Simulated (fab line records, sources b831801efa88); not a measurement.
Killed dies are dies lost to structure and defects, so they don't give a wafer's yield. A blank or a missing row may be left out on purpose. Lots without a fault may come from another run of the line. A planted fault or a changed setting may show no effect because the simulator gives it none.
fab line records | flow sky130
record lots=6 wafers=18 last_day=49
route steps=708 shown METAL2@494 VIA2@507 METAL3@532 PAD_OPEN@708
lots that met no fault: from a run of the same line without faults
start_h: hours from the record's first day to the start of the lot's first wafer shown | wait_h: hours since the lot's step before | " the same as in the row above | L1.1+2: a row that stands for several wafers | - no value, or no start given | * or withheld: withheld | < > ~ a bound
route shown NAME@n: a module of which the file shows steps, and the number in the route of the first | usual: mean/standard deviation of fault-free wafers | same: alike in all rows | chamber/n: place in a boat | sites: the reading at each site | _std_site: their standard deviation | _edge_site: outer sites' mean less inner sites' | radius_mm: how far each site lies from the wafer's centre | mask NAME#n: copy n | behind: the tool/chamber that last shaped the wafer | hold: why the lot was held/for how many hours/how that ended | device: the transistor (n, p or np) that didn't switch | end of line: the same wafers' tests at the end of the route | a step without rows: its recipe alone | killed: dies lost to structure and defects at the first sort, not the wafer's yield | map: a wafer's dies, x killed, . not, _ none there
set.NAME: the setting as run; set.NAME@STEP: as run at that earlier step | model.NAME: the simulator's own value behind a step, which no gauge read
lots at some steps of the route; a table a step, a row a wafer
services: from which hour (start_h, from the record's first day; less than 0 if before it) a tool's chamber was out of use, for how many hours, and why
## steps
# step SKY_METAL2_SOFTBAKE_11
# recipe temp_c=100 time_s=90 resist=KrF-thick
# step SKY_METAL2_EXPOSE_12
# recipe mask_id=MM2 na=0.8 source_shape=annular sigma_inner=0.55 sigma_outer=0.85 target_cd_nm=140 dose_mj=28
# step SKY_METAL2_PEB_13
# recipe peb_temp_c=withheld peb_time_s=withheld resist=KrF-thick
# step SKY_METAL2_DEVELOP_14
# recipe develop_time_s=58.36 resist=KrF-thick dev_temp_c=21
# step SKY_METAL2_CD_MEAS_15
# recipe target_cd_nm=140
# usual cd_nm=140.0/1.6
# columns lot.wafer tool chamber start_h wait_h cd_nm
L987.1 cd_sem-02 - 820.48 - 144.3
L987.2 " - " " 141.2
L987.4 " - " " 140.9
L988.1 cd_sem-02 - 827.71 - 140.6
L988.2 " - " " 140.5
L988.5 " - " " 141.5
L991.3 cd_sem-02 - 869.55 - 141.4
L991.5 " - " " 141.6
L991.6 " - " " 141.4
L101.1 cd_sem-01 - 925.41 - 138.2
L101.3 " - " " 139.3
L101.5 " - " " 139.8
L102.2 cd_sem-01 - 936.48 - 139.7
L102.3 " - " " 139.9
L102.6 " - " " 139.2
L104.2 cd_sem-02 - 947.40 - 137.4
L104.3 " - " " 138.2
L104.5 " - " " 137.3
# step SKY_METAL2_OVL_MEAS_16
# usual METAL2_OVL=-1/5.1
# columns lot.wafer tool chamber start_h wait_h METAL2_OVL[nm]
L987.1 overlay-02 - 820.60 0.1 3
L987.2 " - " " -5
L987.4 " - " " 2
L988.1 overlay-01 - 827.83 0.1 -10
L988.2 " - " " -5
L988.5 " - " " 3
L991.3 overlay-01 - 869.64 0.1 -1
L991.5 " - " " -5
L991.6 " - " " 0
L101.1 overlay-01 - 925.53 0.1 3
L101.3 " - " " 4
L101.5 " - " " 7
L102.2 overlay-02 - 936.58 0.1 4
L102.3 " - " " 1
L102.6 " - " " 8
L104.2 overlay-02 - 947.50 0.1 0
L104.3 " - " " -3
L104.5 " - " " -1
# step SKY_METAL2_DESCUM_17
# recipe chemistry=O2 source_power_w=150 bias_power_w=0 pressure_mtorr=10 temp_c=40 time_s=8
# usual drypump_motor_current_A=5.7/0.31 oes_product_au=1.008/0.011
# columns lot.wafer tool chamber start_h wait_h drypump_motor_current_A oes_product_au rf_hours_counter_h
L987.1 rie_metal-02 1 820.63 0.0 5.1 1.013 16
L987.2 " 0 " " 5.8 0.997 12
L987.4 " 1 " " 5.1 1.006 -
L988.1 rie_metal-04 0 827.86 0.0 5.7 1.001 17
L988.2 " 1 " " 5.9 1.007 9
L988.5 " 0 " " 5.7 0.992 -
L991.3 rie_metal-02 0 869.67 0.0 5.8 1.015 -
L991.5 " 0 " " 5.8 1.017 -
L991.6 " 1 " " 5.1 0.998 -
L101.1 rie_metal-02 1 925.56 0.0 5.1 1.021 1
L101.3 " 0 " " 5.8 1.009 -
L101.5 " 1 " " 5.1 1.025 -
L102.2 rie_metal-01 0 936.62 0.0 5.8 1.003 -
L102.3 " 0 " " 5.8 1.013 -
L102.6 " 0 " " 5.8 1.013 -
L104.2 rie_metal-01 1 947.53 0.0 5.2 1.003 11
L104.3 " 0 " " 5.8 1.010 -
L104.5 " 0 " " 5.8 1.008 -
# step SKY_METAL2_ETCH_18
# recipe chemistry=N2/H2 target=BARC ion_energy_ev=200 bias_w=100 pressure_mtorr=30 n2_flow_sccm=100 h2_flow_sccm=200 icp_w=512.2 stop_on=SiO2 time_s=45.9 target_depth_a=600
# usual drypump_motor_current_A=5.7/0.31 oes_product_au=0.855/0.0049 throttle_valve_pct=13.226/0.009
# columns lot.wafer tool chamber start_h wait_h drypump_motor_current_A oes_product_au rf_hours_counter_h throttle_valve_pct
L987.1 rie_metal-02 1 820.66 0.0 5.1 0.860 16 13.211
L987.2 " 0 " " 5.8 0.851 12 13.231
L987.4 " 1 " " 5.1 0.848 - 13.245
L988.1 rie_metal-04 0 827.89 0.0 5.7 0.860 17 13.222
L988.2 " 1 " " 5.9 0.852 9 13.232
L988.5 " 0 " " 5.8 0.859 - 13.215
L991.3 rie_metal-02 0 869.72 0.0 5.8 0.858 - 13.218
L991.5 " 0 " " 5.8 0.860 - 13.217
L991.6 " 1 " " 5.1 0.854 - 13.216
L101.1 rie_metal-02 1 925.60 0.0 5.1 0.855 1 13.235
L101.3 " 0 " " 5.8 0.848 - 13.219
L101.5 " 1 " " 5.1 0.855 - 13.237
L102.2 rie_metal-01 0 936.70 0.1 5.8 0.857 - 13.221
L102.3 " 0 " " 5.8 0.848 - 13.231
L102.6 " 0 " " 5.9 0.849 - 13.223
L104.2 rie_metal-01 1 947.57 0.0 5.2 0.851 11 13.214
L104.3 " 0 " " 5.9 0.856 - 13.222
L104.5 " 0 " " 5.8 0.838 - 13.209
# step SKY_METAL2_METAL_ETCH_19
# recipe target_depth_a=3600 stop_on=SiO2 over_etch_frac=0.3 time_s=78 chemistry=Cl2/BCl3 resist_sidewall_deg=88 pressure_mtorr=10 icp_w=900 bias_w=48.5 Cl2_flow_sccm=60 bcl3_flow_sccm=30
# step SKY_METAL2_STRIP_20
# recipe chemistry=O2/N2 power_w=1400 pressure_mtorr=1500 platen_temp_c=withheld o2_flow_sccm=3000 n2_flow_sccm=300 overash_fraction=0.5
# step SKY_METAL2_STRIP_21
# recipe chemistry=post_etch_residue_remover time_s=1200 temp_c=72.5
# step SKY_METAL2_CLEAN_22
# recipe chemistry=IPA time_s=180 temp_c=25
# step SKY_METAL2_CLEAN_23
# recipe chemistry=O3/DIW dry=n2_spin
# columns lot.wafer tool chamber start_h wait_h
L987.1+2+4 wet_bench-02 2 821.32 0.0
L988.1+2+5 wet_bench-02 2 828.58 0.0
L991.3+5+6 wet_bench-02 3 870.35 0.0
L101.1+3+5 wet_bench-02 0 926.25 0.0
L102.2+3+6 wet_bench-02 1 937.54 0.0
L104.2+3+5 wet_bench-04 0 948.22 0.0
# step SKY_VIA2_HDPCVD_00
# recipe material=SiO2 target_thk_nm=1180 sigma_open_frac=0.3 time_s=196.7 temp_c=400 sih4_flow_sccm=60 pressure_mtorr=6
# step SKY_VIA2_THK_MEAS_01
# recipe reads=SiO2_of_VIA2_HDPCVD_00
# usual VIA2_HDPCVD_THK=1185/12
# columns lot.wafer tool chamber start_h wait_h VIA2_HDPCVD_THK[nm]
L987.1 film_metro-04 - 821.54 0.1 1189
L987.2 " - " " 1187
L987.4 " - " " 1172
L988.1 film_metro-04 - 828.80 0.1 1190
L988.2 " - " " 1209
L988.5 " - " " 1206
L991.3 film_metro-04 - 870.59 0.1 1191
L991.5 " - " " 1168
L991.6 " - " " 1207
L101.1 film_metro-03 - 926.47 0.1 1189
L101.3 " - " " 1174
L101.5 " - " " 1175
L102.2 film_metro-04 - 937.77 0.1 1171
L102.3 " - " " 1194
L102.6 " - " " 1177
L104.2 film_metro-03 - 948.45 0.1 1164
L104.3 " - " " 1175
L104.5 " - " " 1158
# step SKY_VIA2_CMP_02
# recipe material=SiO2 down_force_psi=4 platen_rpm=60 pad_velocity_m_s=0.94248
# usual motor_current_A=12.2/1.2 platen_rpm=60.00/0.039
# columns lot.wafer tool chamber start_h wait_h motor_current_A platen_rpm
L987.1 cmp-01 2 821.60 0.1 12.5 59.99
L987.4 " 0 " " 12.8 59.92
L987.2 " 1 " " 11.3 59.92
L988.2 cmp-02 0 828.86 0.0 13.3 60.02
L988.1 " 3 " " 9.8 60.01
L988.5 " 0 " " 13.6 59.99
L991.3 cmp-01 0 870.73 0.1 13.5 59.90
L991.5 " 2 " " 12.7 59.98
L991.6 " 3 " " 11.2 59.94
L101.1 cmp-01 2 926.53 0.1 13.0 60.03
L101.3 " 3 " " 10.8 59.95
L101.5 " 2 " " 13.5 60.07
L102.3 cmp-01 2 937.82 0.0 12.8 60.02
L102.2 " 3 " " 10.9 60.00
L102.6 " 3 " " 11.5 60.07
L104.2 cmp-01 0 948.50 0.0 12.6 60.03
L104.3 " 2 " " 13.3 59.96
L104.5 " 0 " " 14.0 60.02
# step SKY_VIA2_BOW_MEAS_03
# recipe mode=bow
# usual VIA2_BOW=87/7.2
# columns lot.wafer tool chamber start_h wait_h VIA2_BOW[um]
L987.1 film_metro-04 - 821.90 0.2 94
L987.2 " - " " 81
L987.4 " - " " 82
L988.1 film_metro-04 - 829.16 0.1 91
L988.2 " - " " 78
L988.5 " - " " 79
L991.3 film_metro-02 - 870.97 0.2 92
L991.5 " - " " 92
L991.6 " - " " 94
L101.1 film_metro-02 - 926.83 0.2 83
L101.3 " - " " 81
L101.5 " - " " 77
L102.2 film_metro-04 - 938.14 0.2 96
L102.3 " - " " 87
L102.6 " - " " 83
L104.2 film_metro-04 - 948.82 0.3 95
L104.3 " - " " 87
L104.5 " - " " 82
# step SKY_VIA2_DEHYDRATE_04
# recipe temp_c=200 time_s=60
# step SKY_VIA2_HMDS_05
# recipe prime_time_s=60 prime_temp_c=120
# step SKY_VIA2_COAT_06
# recipe resist=BARC temp_c=withheld time_s=withheld spin_rpm=3000 resist_thk_nm=60
# step SKY_VIA2_COAT_07
# recipe resist=KrF-thick spin_rpm=3000 resist_thk_nm=450
# step SKY_VIA2_SOFTBAKE_08
# recipe temp_c=100 time_s=90 resist=KrF-thick
# step SKY_VIA2_EXPOSE_09
# recipe mask_id=VIM2 na=0.8 source_shape=annular sigma_inner=0.55 sigma_outer=0.85 target_cd_nm=200 dose_mj=38
# step SKY_VIA2_PEB_10
# recipe peb_temp_c=withheld peb_time_s=withheld resist=KrF-thick
# step SKY_VIA2_DEVELOP_11
# recipe develop_time_s=60 resist=KrF-thick dev_temp_c=21
# step SKY_VIA2_CD_MEAS_12
# recipe target_cd_nm=200
# usual cd_nm=200.4/1.5
# columns lot.wafer tool chamber start_h wait_h cd_nm
L987.1 cd_sem-02 - 849.23 - 200.4
L987.2 " - " " 200.7
L987.4 " - " " 200.4
L988.1 cd_sem-02 - 855.56 - 201.7
L988.2 " - " " 202.0
L988.5 " - " " 201.5
L991.3 cd_sem-01 - 897.67 - 200.5
L991.5 " - " " 199.7
L991.6 " - " " 199.8
L101.1 cd_sem-01 - 950.56 - 199.0
L101.3 " - " " 199.1
L101.5 " - " " 200.8
L102.2 cd_sem-02 - 962.11 - 198.2
L102.3 " - " " 197.4
L102.6 " - " " 196.8
L104.2 cd_sem-01 - 972.05 - 200.0
L104.3 " - " " 200.4
L104.5 " - " " 200.1
# step SKY_VIA2_OVL_MEAS_13
# usual VIA2_OVL=5/5.3
# columns lot.wafer tool chamber start_h wait_h VIA2_OVL[nm]
L987.1 overlay-02 - 849.35 0.1 0
L987.2 " - " " 5
L987.4 " - " " -2
L988.1 overlay-02 - 855.68 0.1 4
L988.2 " - " " 8
L988.5 " - " " 4
L991.3 overlay-02 - 897.76 0.1 0
L991.5 " - " " 1
L991.6 " - " " 6
L101.1 overlay-02 - 950.68 0.1 12
L101.3 " - " " 12
L101.5 " - " " 6
L102.2 overlay-01 - 962.21 0.1 8
L102.3 " - " " 7
L102.6 " - " " 6
L104.2 overlay-02 - 972.15 0.1 14
L104.3 " - " " 18
L104.5 " - " " 13
# step SKY_VIA2_ETCH_14
# recipe chemistry=N2/H2 target=BARC ion_energy_ev=200 source_w=500 bias_w=100 pressure_mtorr=30 n2_flow_sccm=100 h2_flow_sccm=200 stop_on=SiO2 time_s=45.9 target_depth_a=600
# step SKY_VIA2_ETCH_15
# recipe target=SiO2 chemistry=C4F8/O2/Ar target_depth_nm=546 stop_on=TiN mask_material=KrF-thick source_w=1500 bias_w=1200 pressure_mtorr=40 c4f8_flow_sccm=withheld O2_flow_sccm=6 Ar_flow_sccm=300 time_s=84
# step SKY_VIA2_STRIP_16
# recipe chemistry=O2/N2 power_w=1400 pressure_mtorr=1500 platen_temp_c=withheld o2_flow_sccm=3000 n2_flow_sccm=300 overash_fraction=0.5
# step SKY_VIA2_STRIP_17
# recipe chemistry=post_etch_residue_remover time_s=1200 temp_c=72.5
# step SKY_VIA2_CLEAN_18
# recipe chemistry=IPA time_s=180 temp_c=25
# step SKY_VIA2_CLEAN_19
# recipe chemistry=O3/DIW dry=n2_spin
# step SKY_VIA2_SPUTTER_20
# recipe material=TiN target_thk_nm=20 chamber_pressure_pa=5 power_w=4000 time_s=80
# step SKY_VIA2_CVD_21
# recipe material=W target_thk_nm=420 time_s=126.4 temp_c=400 pressure_torr=40
# step SKY_VIA2_RS_MEAS_22
# recipe thk_meas_gauge=four-point-probe reads=W_of_VIA2_CVD_21+TiN_of_VIA2_SPUTTER_20
# usual VIA2_W_RS=0.273/0.0041
# columns lot.wafer tool chamber start_h wait_h VIA2_W_RS[ohm/sq]
L987.1 film_metro-04 - 850.83 0.1 0.262
L987.2 " - " " 0.272
L987.4 " - " " 0.263
L988.1 film_metro-02 - 856.60 0.1 0.262
L988.2 " - " " 0.273
L988.5 " - " " 0.274
L991.3 film_metro-02 - 898.71 0.1 0.279
L991.5 " - " " 0.277
L991.6 " - " " 0.276
L101.1 film_metro-03 - 951.60 0.1 0.275
L101.3 " - " " 0.277
L101.5 " - " " 0.276
L102.2 film_metro-02 - 963.31 0.1 0.275
L102.3 " - " " 0.266
L102.6 " - " " 0.274
L104.2 film_metro-03 - 973.09 0.1 0.275
L104.3 " - " " 0.273
L104.5 " - " " 0.276
# step SKY_VIA2_THK_MEAS_23
# recipe thk_meas_gauge=xrf reads=W_of_VIA2_CVD_21
# usual VIA2_W_THK=417/7.7
# columns lot.wafer tool chamber start_h wait_h VIA2_W_THK[nm]
L987.1 film_metro-04 - 850.95 0.1 435
L987.2 " - " " 421
L987.4 " - " " 435
L988.1 film_metro-02 - 856.72 0.1 437
L988.2 " - " " 424
L988.5 " - " " 422
L991.3 film_metro-02 - 898.81 0.1 414
L991.5 " - " " 419
L991.6 " - " " 420
L101.1 film_metro-03 - 951.72 0.1 410
L101.3 " - " " 407
L101.5 " - " " 410
L102.2 film_metro-02 - 963.42 0.1 419
L102.3 " - " " 432
L102.6 " - " " 420
L104.2 film_metro-03 - 973.20 0.1 415
L104.3 " - " " 415
L104.5 " - " " 412
# step SKY_VIA2_CMP_24
# recipe stop_on=SiO2 t_overpolish_s=20 down_force_psi=3.5 platen_rpm=60 target_thk_nm=0 pad_velocity_m_s=0.94248
# step SKY_METAL3_SPUTTER_00
# recipe material=Ti target_thk_nm=15 power_w=3000 time_s=10 chamber_pressure_pa=0.4
# step SKY_METAL3_SPUTTER_01
# recipe material=TiN target_thk_nm=20 power_w=6500 time_s=16.7 chamber_pressure_pa=0.4
# step SKY_METAL3_SPUTTER_02
# recipe material=AlCu target_thk_nm=735 power_w=10980 time_s=39.1 chamber_pressure_pa=0.4
# usual throttle_valve_pct=29.9/1
# columns lot.wafer tool chamber start_h wait_h throttle_valve_pct
L987.1 pvd_sputter-03 - 851.36 0.0 29.4
L987.2 " - " " 29.0
L987.4 " - " " 29.0
L988.1 pvd_sputter-01 - 857.13 0.0 28.9
L988.2 " - " " 31.0
L988.5 " - " " 28.9
L991.3 pvd_sputter-01 - 899.20 0.0 29.3
L991.5 " - " " 31.0
L991.6 " - " " 29.5
L101.1 pvd_sputter-02 - 952.13 0.0 29.8
L101.3 " - " " 31.0
L101.5 " - " " 30.9
L102.2 pvd_sputter-02 - 964.53 0.0 30.8
L102.3 " - " " 31.9
L102.6 " - " " 30.9
L104.2 pvd_sputter-03 - 973.60 0.0 31.1
L104.3 " - " " 29.5
L104.5 " - " " 28.3
# step SKY_METAL3_SPUTTER_03
# recipe material=Ti target_thk_nm=5 power_w=3000 time_s=3.3 chamber_pressure_pa=0.4
# usual throttle_valve_pct=29.9/1
# columns lot.wafer tool chamber start_h wait_h throttle_valve_pct
L987.1 pvd_sputter-03 - 851.40 0.0 29.3
L987.2 " - " " 28.7
L987.4 " - " " 28.9
L988.1 pvd_sputter-01 - 857.17 0.0 28.9
L988.2 " - " " 31.0
L988.5 " - " " 29.0
L991.3 pvd_sputter-01 - 899.24 0.0 29.0
L991.5 " - " " 30.7
L991.6 " - " " 29.7
L101.1 pvd_sputter-02 - 952.17 0.0 29.4
L101.3 " - " " 30.7
L101.5 " - " " 30.8
L102.2 pvd_sputter-02 - 964.56 0.0 31.2
L102.3 " - " " 32.0
L102.6 " - " " 30.6
L104.2 pvd_sputter-03 - 973.64 0.0 30.9
L104.3 " - " " 29.2
L104.5 " - " " 28.5
# step SKY_PAD_OPEN_PROBE_99
# usual defect_limited_yield=82.8/1.9 killed_at_M0_to_M3=43/7.5 killed_at_M4_up=2.8/1.8 killed_at_contacts=24/5.3 killed_at_front_end=14/4.2 killed_at_other=0.3/0.54 killed_dies=84/9.4 killed_on_rim=16/3.3 killed_open=46/7.1 killed_short=38/6.6 sort_bin_3_pad_short=0.8/0.42 sort_bin_5_function=10.1/1.4 sort_bin_6_memory=6.2/1.1 sort_n_pass=408/9.4 sort_yield_pct=82.8/1.9
# same gross_dies=492 killed_at_back_side=0 sort_bin_4_leakage[%]=0 sort_bin_8_speed[%]=0
# columns lot.wafer tool chamber start_h wait_h defect_limited_yield[%] killed_at_M0_to_M3 killed_at_M4_up killed_at_contacts killed_at_front_end killed_at_other killed_dies killed_on_rim killed_open killed_short sort_bin_3_pad_short[%] sort_bin_5_function[%] sort_bin_6_memory[%] sort_n_pass sort_yield_pct[%] model.etest.tester.sort_n_pass model.etest.tester.sort_yield_pct model.etest.tester.sort_bin_5_pct model.etest.tester.sort_bin_3_pct
L987.1 prober-02 - 1079.61 0.1 82.1 46 3 29 9 1 88 15 57 30 0.6 10.2 7.1 404 82.1 404 82.11 10.16 0.6098
L987.2 prober-02 - 1079.66 0.1 80.7 50 1 32 12 0 95 16 52 43 0.4 11.6 7.3 397 80.7 397 80.69 11.59 0.4065
L987.4 prober-02 - 1079.76 0.2 81.3 49 1 27 14 1 92 17 56 36 0.6 11.6 6.5 400 81.3 400 81.3 11.59 0.6098
L988.1 prober-01 - 1082.26 0.1 81.3 52 2 25 13 0 92 17 48 44 1.4 12.0 5.3 400 81.3 400 81.3 11.99 1.423
L988.2 prober-01 - 1082.31 0.1 82.1 52 4 20 12 0 88 14 37 51 2.0 9.3 6.5 404 82.1 404 82.11 9.35 2.033
L988.5 prober-01 - 1082.46 0.2 85.0 41 1 25 6 1 74 14 40 34 1.0 8.1 5.9 418 85.0 418 84.96 8.13 1.016
L991.3 prober-02 - 1115.53 0.2 86.8 20 0 34 11 0 65 20 39 26 0.2 8.5 4.5 427 86.8 427 86.79 8.537 0.2033
L991.5 prober-02 - 1115.63 0.2 85.0 36 2 21 14 1 74 12 42 32 0.6 9.1 5.3 418 85.0 418 84.96 9.146 0.6098
L991.6 prober-02 - 1115.68 0.2 83.1 35 6 27 15 0 83 16 42 41 0.8 10.4 5.7 409 83.1 409 83.13 10.37 0.813
L101.1 prober-01 - 1154.65 0.1 73.6 92 1 19 18 0 130 21 53 36 1.6 17.1 7.7 362 73.6 362 73.58 17.07 1.626
L101.3 prober-01 - 1154.75 0.2 76.8 78 2 21 13 0 114 15 45 28 1.4 15.7 6.1 378 76.8 378 76.83 15.65 1.423
L101.5 prober-01 - 1154.85 0.2 76.8 85 5 14 10 0 114 15 41 32 0.2 16.3 6.7 378 76.8 378 76.83 16.26 0.2033
L102.2 prober-01 - 1166.08 0.1 76.6 90 2 16 7 0 115 21 41 29 1.6 14.0 7.7 377 76.6 377 76.63 14.02 1.626
L102.3 prober-01 - 1166.13 0.2 74.6 83 2 24 16 0 125 21 35 49 1.6 17.9 5.9 367 74.6 367 74.59 17.89 1.626
L102.6 prober-01 - 1166.28 0.2 77.2 82 1 22 6 1 112 20 40 30 2.4 13.6 6.7 380 77.2 380 77.24 13.62 2.439
L104.2 prober-01 - 1172.35 0.1 81.5 45 2 24 20 0 91 23 49 40 0.6 12.4 5.5 401 81.5 401 81.5 12.4 0.6098
L104.3 prober-01 - 1172.40 0.2 83.9 47 2 19 10 1 79 17 42 36 1.4 9.6 5.1 413 83.9 413 83.94 9.553 1.423
L104.5 prober-01 - 1172.50 0.2 82.1 36 3 35 14 0 88 15 46 42 1.0 10.6 6.3 404 82.1 404 82.11 10.57 1.016
# killed by level:class
L987.1 VIA1:geometric_particle:open=12 CONTACT:geometric_particle:open=9 VIA2:geometric_particle:open=9 LI_CONTACT:geometric_particle:open=8 VIA3:geometric_particle:open=7 LOCAL_INTERCONNECT:geometric_particle:short=5 FIELD_ISO:geometric_particle:open=4 VIA2:geometric_particle:short=4
L987.2 VIA1:geometric_particle:open=15 CONTACT:geometric_particle:open=12 CONTACT:geometric_particle:short=7 LOCAL_INTERCONNECT:geometric_particle:short=6 VIA3:geometric_particle:short=6 VIA3:geometric_particle:open=6 LI_CONTACT:geometric_particle:open=5 VIA1:geometric_particle:short=5
L987.4 VIA1:geometric_particle:open=12 LI_CONTACT:geometric_particle:open=9 VIA2:geometric_particle:open=8 CONTACT:geometric_particle:open=7 CONTACT:geometric_particle:short=6 VIA3:geometric_particle:open=6 VIA2:geometric_particle:short=5 VIA1:geometric_particle:short=5
L988.1 VIA1:geometric_particle:open=14 VIA2:geometric_particle:open=14 VIA1:geometric_particle:short=10 CONTACT:geometric_particle:short=9 CONTACT:geometric_particle:open=7 FIELD_ISO:geometric_particle:open=5 LOCAL_INTERCONNECT:geometric_particle:short=5 METAL2:geometric_particle:short=5
L988.2 VIA1:geometric_particle:open=12 CONTACT:geometric_particle:open=9 METAL2:geometric_particle:short=7 METAL3:geometric_particle:short=7 LOCAL_INTERCONNECT:geometric_particle:short=6 VIA1:geometric_particle:short=6 VIA2:geometric_particle:open=5 FIELD_ISO:geometric_particle:short=4
L988.5 CONTACT:geometric_particle:open=9 LI_CONTACT:geometric_particle:open=8 VIA1:geometric_particle:short=8 VIA1:geometric_particle:open=8 CONTACT:geometric_particle:short=5 VIA2:geometric_particle:open=5 METAL1:geometric_particle:short=4 VIA2:geometric_particle:short=4
L991.3 LI_CONTACT:geometric_particle:open=12 CONTACT:geometric_particle:open=10 LOCAL_INTERCONNECT:geometric_particle:short=5 VIA1:geometric_particle:open=5 CONTACT:geometric_particle:short=4 FIELD_ISO:geometric_particle:open=3 FIELD_ISO:geometric_particle:short=3 METAL1:geometric_particle:short=3
L991.5 VIA2:geometric_particle:open=9 VIA1:geometric_particle:open=9 CONTACT:geometric_particle:open=8 LI_CONTACT:geometric_particle:open=6 POLY_GATE:geometric_particle:short=5 LI_CONTACT:geometric_particle:short=4 METAL1:geometric_particle:short=4 VIA2:geometric_particle:short=4
L991.6 CONTACT:geometric_particle:open=10 VIA1:geometric_particle:open=9 CONTACT:geometric_particle:short=8 POLY_GATE:geometric_particle:open=6 LI_CONTACT:geometric_particle:open=6 METAL1:geometric_particle:short=6 POLY_GATE:geometric_particle:short=5 VIA2:geometric_particle:open=5
L101.1 METAL2:unspecified=41 VIA1:geometric_particle:open=11 VIA2:geometric_particle:open=11 CONTACT:geometric_particle:open=9 FIELD_ISO:geometric_particle:short=7 VIA3:geometric_particle:open=6 FIELD_ISO:geometric_particle:open=5 METAL1:geometric_particle:short=5
L101.3 METAL2:unspecified=40 VIA1:geometric_particle:open=10 LI_CONTACT:geometric_particle:open=9 VIA2:geometric_particle:open=6 LOCAL_INTERCONNECT:geometric_particle:short=5 VIA3:geometric_particle:open=5 METAL2:geometric_particle:short=4 POLY_GATE:geometric_particle:short=4
L101.5 METAL2:unspecified=40 VIA2:geometric_particle:open=9 METAL2:geometric_particle:short=7 VIA3:geometric_particle:open=7 LI_CONTACT:geometric_particle:open=6 METAL1:geometric_particle:short=6 VIA1:geometric_particle:open=6 CONTACT:geometric_particle:open=4
L102.2 METAL2:unspecified=44 VIA1:geometric_particle:open=16 VIA2:geometric_particle:open=7 LOCAL_INTERCONNECT:geometric_particle:short=6 METAL1:geometric_particle:short=6 VIA3:geometric_particle:open=5 LI_CONTACT:geometric_particle:open=3 LI_CONTACT:geometric_particle:short=3
L102.3 METAL2:unspecified=41 VIA1:geometric_particle:open=8 VIA1:geometric_particle:short=7 FIELD_ISO:geometric_particle:short=6 METAL1:geometric_particle:short=6 CONTACT:geometric_particle:short=6 CONTACT:geometric_particle:open=6 LI_CONTACT:geometric_particle:open=5
L102.6 METAL2:unspecified=41 CONTACT:geometric_particle:open=12 VIA1:geometric_particle:open=8 VIA3:geometric_particle:open=7 VIA1:geometric_particle:short=6 VIA2:geometric_particle:open=6 METAL1:geometric_particle:short=5 LI_CONTACT:geometric_particle:open=5
L104.2 VIA1:geometric_particle:open=14 CONTACT:geometric_particle:open=10 VIA2:geometric_particle:open=8 SPACER:geometric_particle:short=6 CONTACT:geometric_particle:short=6 METAL2:geometric_particle:short=6 LI_CONTACT:geometric_particle:open=5 METAL1:geometric_particle:short=5
L104.3 VIA1:geometric_particle:open=8 CONTACT:geometric_particle:open=7 VIA2:geometric_particle:open=7 LI_CONTACT:geometric_particle:open=6 METAL2:geometric_particle:short=6 METAL1:geometric_particle:short=5 VIA2:geometric_particle:short=5 METAL1:geometric_particle:open=4
L104.5 CONTACT:geometric_particle:open=10 LI_CONTACT:geometric_particle:open=9 LOCAL_INTERCONNECT:geometric_particle:short=7 CONTACT:geometric_particle:short=7 POLY_GATE:geometric_particle:open=6 VIA1:geometric_particle:open=5 METAL1:geometric_particle:short=5 VIA2:geometric_particle:open=5
# map L101.1 (x killed, . not)
__________...x...x.._________
________.x..x........._______
______....xx............_____
_____...x....x....xx...x.____
____xxx....x...x....xxx...___
___.....xx.......x...xx....__
__.....x......xx.....x..x..._
_..........xx..x.xx.x.......x
_..xx....xx.xx...x.......xxx.
_x...x...xxxxxxxxx....x...x..
_.x..x.x.xxxxxx.x......x.....
_.....xx..xxxxxxx.....x......
_........x.xxxxxx.......x...x
_x........xxxxx....x.....x.xx
_.x..x....x....x.......xx..x.
__....xx............x..xx..._
___.x....x.................__
____....x.....xx.x.....x.x___
_____.x.x..x...x.........____
______.................x_____
________..x....x..x..._______
__________..x....xx._________
# map L102.3 (x killed, . not)
__________..x......._________
________x....x..x.xxx._______
______....x..x.........._____
_____x.x......x..x...x...____
____..x.....x.........xxxx___
___.x..xx.......x.x...x.x..__
__.x.........x......xxxxxx.._
_.x.x......xx..xx..xxxxxxxxx.
_.x.......x.xx....xxxxxxxxxx.
_.......xx...x......x.xxxxxxx
_.......x..............xxx...
_........x....x......xxx.xx.x
_...xx..............x.x.x...x
_x.............x..x......x...
_.....x..x.x..xx.x...........
__......xx..x..xx.........x._
___..x...x.........x.......__
____......x.....x........x___
_____..x......x........x.____
______..........x.x....._____
________......x..x...._______
__________...xx..x.._________
## services
# columns tool chamber start_h hours kind
pvd_sputter-01 - 812.13 1.7 repair
rie_metal-04 - 831.22 2.8 pm
cmp-02 - 851.21 0.7 repair
pvd_sputter-02 - 877.06 3.1 repair
rie_metal-01 0 879.50 2.3 repair
rie_metal-02 1 880.18 - clean
rie_metal-02 1 880.18 25.1 scheduled_down
rie_metal-02 1 880.18 25.1 vent_cycle
rie_metal-01 0 890.76 28.6 repair
rie_metal-04 0 897.29 - clean
rie_metal-04 0 897.29 19.5 scheduled_down
rie_metal-04 0 897.29 19.5 vent_cycle
rie_metal-01 1 901.53 36.5 repair
cmp-01 - 907.13 0.4 repair
cmp-02 - 912.06 4.0 pm
pvd_sputter-03 - 912.29 8.0 repair
cmp-02 - 916.06 - consumable_replace:conditioner
cmp-02 - 916.06 - consumable_replace:pad
rie_metal-02 - 925.78 2.8 pm
wet_bench-02 - 960.03 69.1 repair
cmp-02 - 961.35 8.5 repair
pvd_sputter-01 - 966.11 4.5 repair
## key
first_sign step=SKY_PAD_OPEN_PROBE_99 reading=killed_at_M0_to_M3 direction=up sigmas=5.6 usual=43 struck=85
effect step=SKY_PAD_OPEN_PROBE_99 reading=sort_bin_5_function direction=up sigmas=3.9 usual=10.1 struck=15.8
model_effect step=SKY_PAD_OPEN_PROBE_99 value=etest.tester.sort_n_pass without=409.8 struck=373.7
met_at SKY_METAL2_CLEAN_23
struck_wafers L101.1,L101.3,L101.5,L102.2,L102.3,L102.6
onset_between 870.35 926.25
also_fits SKY_METAL3_SPUTTER_02:pvd_sputter-02,SKY_METAL3_SPUTTER_03:pvd_sputter-02
fault kind=chamber_particle_source tool=wet_bench-02 chamber=- onset_h=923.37 steps=SKY_METAL2_CLEAN_23 rate_per_visit_cm2=0.39262
